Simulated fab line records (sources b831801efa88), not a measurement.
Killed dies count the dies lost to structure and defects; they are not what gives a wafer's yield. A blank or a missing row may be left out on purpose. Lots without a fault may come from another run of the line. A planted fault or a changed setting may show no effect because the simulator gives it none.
Struck lot and sound lot, side by side || flow gf180mcu || 39 out of 602 route steps
Sound: wafers L813.2, L813.3, L813.6. Wafers struck: L804.1, L804.2, L804.4. The cause is named last.
Each step with rows lists, per side, the tool, then ch with its chambers, then its first start. Under that, the readings that differ: sound wafers || struck wafers || difference of the means || sigmas: that difference in standard deviations of wafers without a fault.
alike: same words and numbers on both sides, and readings whose means sit less than 2 such deviations apart. not compared: any withheld reading, any reading some wafer has no value for, any bound like >300 that may hide the same value, and any number with overlapping values for which the record gives no deviation.
A row with sigmas, a row that says differs or no value, or rows on one side alone: a step with any of these is where the two part. When numbers do not overlap yet have no deviation, they are printed without sigmas and do not part them. A reading that every wafer of one side lacks parts them only if that side has two wafers or more.

first, 4 steps without rows for these wafers: GF_M2_SOFTBAKE_10 (time 60 s); GF_M2_EXPOSE_11 (exposes mask Metal2, target cd 280 nm); GF_M2_PEB_12 (peb time 90 s); GF_M2_DEVELOP_13 (develop time 60 s).
GF_M2_CD_MEAS_14 targets a cd of 280 nm.
  sound on cdSem-02 at day 26 13:21; struck on cdSem-02 at day 23 12:18
  alike: cdNm
GF_M2_OVL_MEAS_15:
  sound on overlay-02 at day 26 13:27; struck on overlay-01 at day 23 12:25
  alike: M2_OVL
then, 1 step without rows for these wafers: GF_M2_METAL_ETCH_16 (etches the open film in Cl2/BCl3, stops on SiO2, target depth 627.5 nm, time 99.59 s).
GF_M2_STRIP_17: strips in O2/N2.
  sound on plasmaAsher-04 ch 0,1, day 26 13:35; struck on plasmaAsher-02 ch 0,1, day 23 12:34
{"reading": "drypumpMotorCurrentA (A)", "sound": "5.4 5.4 5.6", "struck": "6.8 6.5 6.8", "difference": "+1.2", "sigmas": "+2"}
  alike: heaterPowerW, n2FlowSccm, oesProductAu, stripTimeToEndpointS
  not compared: rfHoursCounterH
then, 3 steps without rows for these wafers: GF_M2_STRIP_18 (strips in post etch residue remover, time 1200 s); GF_M2_CLEAN_19 (cleans in DIW); GF_V2_CVD_00 (deposits SiO2, target thk 600 nm, time 100 s).
GF_V2_THK_MEAS_01:
  sound on filmMetro-04 at day 26 14:14; struck on filmMetro-04 at day 23 13:11
  alike: V2_CVD_00_THK
GF_V2_CVD_02: deposits SiO2 from TEOS, target thk 850 nm, time 94.851 s.
  sound on pecvd-03 ch 1,2, day 26 14:17; struck on pecvd-03 ch 0,2, day 23 13:14
{"reading": "model.SiO2_of_V2_CVD_02.thkNm (nm)", "sound": "854.4 855 870.3", "struck": "520.4 521.1 527.1", "difference": -337.0, "sigmas": ""}
  alike: heaterPowerW, susceptorTempC
GF_V2_THK_MEAS_03:
  sound on filmMetro-01 at day 26 14:22; struck on filmMetro-02 at day 23 13:19
{"reading": "V2_CVD_02_THK (nm)", "sound": "854 855 870", "struck": "520 522 527", "difference": -337, "sigmas": -31}
GF_V2_CMP_04: polishes SiO2.
  sound on cmp-02 ch 0,1,3, day 26 14:28; struck on cmp-01 ch 0,2,3, day 23 13:22
{"reading": "timeToEndpointS (s)", "sound": "85 90 95", "struck": "- - -", "difference": "no value on the struck wafers", "sigmas": ""}
  alike: motorCurrentA
GF_V2_BOW_MEAS_05:
  sound on filmMetro-02 at day 26 14:44; struck on filmMetro-02 at day 23 13:40
  alike: V2_BOW
then, 8 steps without rows for these wafers: GF_V2_DEHYDRATE_06 (time 60 s); GF_V2_HMDS_07 (prime time 60 s); GF_V2_COAT_08; GF_V2_COAT_09 (resist thk 1000 nm); GF_V2_SOFTBAKE_10 (time 60 s); GF_V2_EXPOSE_11 (exposes mask Via2, target cd 260 nm); GF_V2_PEB_12 (peb time 90 s); GF_V2_DEVELOP_13 (develop time 60 s).
GF_V2_CD_MEAS_14 targets a cd of 260 nm.
  sound on cdSem-01 at day 27 11:39; struck on cdSem-01 at day 24 12:13
  alike: cdNm
GF_V2_OVL_MEAS_15:
  sound on overlay-01 at day 27 11:45; struck on overlay-02 at day 24 12:20
  alike: V2_OVL
then, 1 step without rows for these wafers: GF_V2_ETCH_16 (etches BARC in N2/H2).
GF_V2_ETCH_17: etches SiO2 in C4F8/O2/Ar, stops on TiN, target depth 630 nm.
  sound: rieDiel-01 ch 0,3; struck: rieDiel-04 ch 1,2,3
{"reading": "oesProductAu (a.u.)", "sound": "0.853 0.851 0.854", "struck": "0.774 0.769 0.779", "difference": -0.079, "sigmas": -17}
{"reading": "model.V2.featureDepthNm (nm)", "sound": "631.2 633 634.6", "struck": "520.4 521.1 527.1", "difference": -110.1, "sigmas": ""}
{"reading": "model.etch.depthNm (nm)", "sound": "631.2 633 634.6", "struck": "520.4 521.1 527.1", "difference": -110.1, "sigmas": ""}
GF_V2_STRIP_18: strips in O2/N2.
  sound on plasmaAsher-01 ch 0,1, day 27 11:55; struck on plasmaAsher-02 ch 0,1, day 24 12:30
  alike: drypumpMotorCurrentA, heaterPowerW, n2FlowSccm, oesProductAu
  not compared: rfHoursCounterH
then, 2 steps without rows for these wafers: GF_V2_STRIP_19 (strips in post etch residue remover, time 1200 s); GF_V2_CLEAN_20 (cleans in DIW).
GF_V2_SPUTTER_21: material Ti, target thk 15 nm, time 80.02 s.
  sound on pvdSputter-01 at day 27 12:27; struck on pvdSputter-04 at day 24 13:02
  alike: throttleValvePct
then, 1 step without rows for these wafers: GF_V2_SPUTTER_22 (material TiN, target thk 10 nm, time 40 s).
GF_V2_CVD_23: deposits W, target thk 350 nm, time 104.94 s.
  sound on cvdW-02 ch 0,1, day 27 12:33; struck on cvdW-02 ch 0,1, day 24 13:08
  alike: heaterPowerW, susceptorTempC
GF_V2_RS_MEAS_24: uses a four-point probe to measure.
  sound on filmMetro-02 at day 27 12:41; struck on filmMetro-02 at day 24 13:14
  alike: V2_W_RS
GF_V2_THK_MEAS_25: measures by xrf.
  sound on filmMetro-02 at day 27 12:47; struck on filmMetro-02 at day 24 13:22
  alike: V2_W_THK
GF_V2_CMP_26: polishes, stops on SiO2, t overpolish 15 s, target thk 0 nm.
  sound on cmp-02 ch 0,1,3, day 27 12:53; struck on cmp-01 ch 1,2,3, day 24 13:25
{"reading": "motorCurrentA (A)", "sound": "12.4 12.3 11.5", "struck": "9.5 11.0 10.5", "difference": -1.7, "sigmas": -2}
{"reading": "model.SiO2_of_V2_CVD_02.thkNm (nm)", "sound": "627.4 629.2 630.8", "struck": "516.6 517.3 523.3", "difference": -110.1, "sigmas": ""}
  alike: overpolishRunS, timeToEndpointS
then, 1 step without rows for these wafers: GF_M3_SPUTTER_00 (material Ti, target thk 37.5 nm, time 154.7 s).
-- the record jumps here: 8 days lie between the struck wafers' starts before and after (it left off in module M3 and takes up again in module PASSIVATION, whose first step shown is number 602 of the route) --
GF_PASSIVATION_PROBE_99:
  sound on prober-01 at day 34 16:00; struck on prober-01 at day 32 10:22
{"reading": "model.etest.met3Comb.leakLog10AUm", "sound": "-12.02 -12.08 -11.99", "struck": "-7.047 -7.225 -7.089", "difference": "+4.910", "sigmas": ""}
  not compared: model.etest.via2Chain.rcOhm

## WHERE THEY PART
Earliest at GF_M2_STRIP_17; latest, in this record, at GF_V2_CMP_26.

WHY: whatever the simulator had introduced
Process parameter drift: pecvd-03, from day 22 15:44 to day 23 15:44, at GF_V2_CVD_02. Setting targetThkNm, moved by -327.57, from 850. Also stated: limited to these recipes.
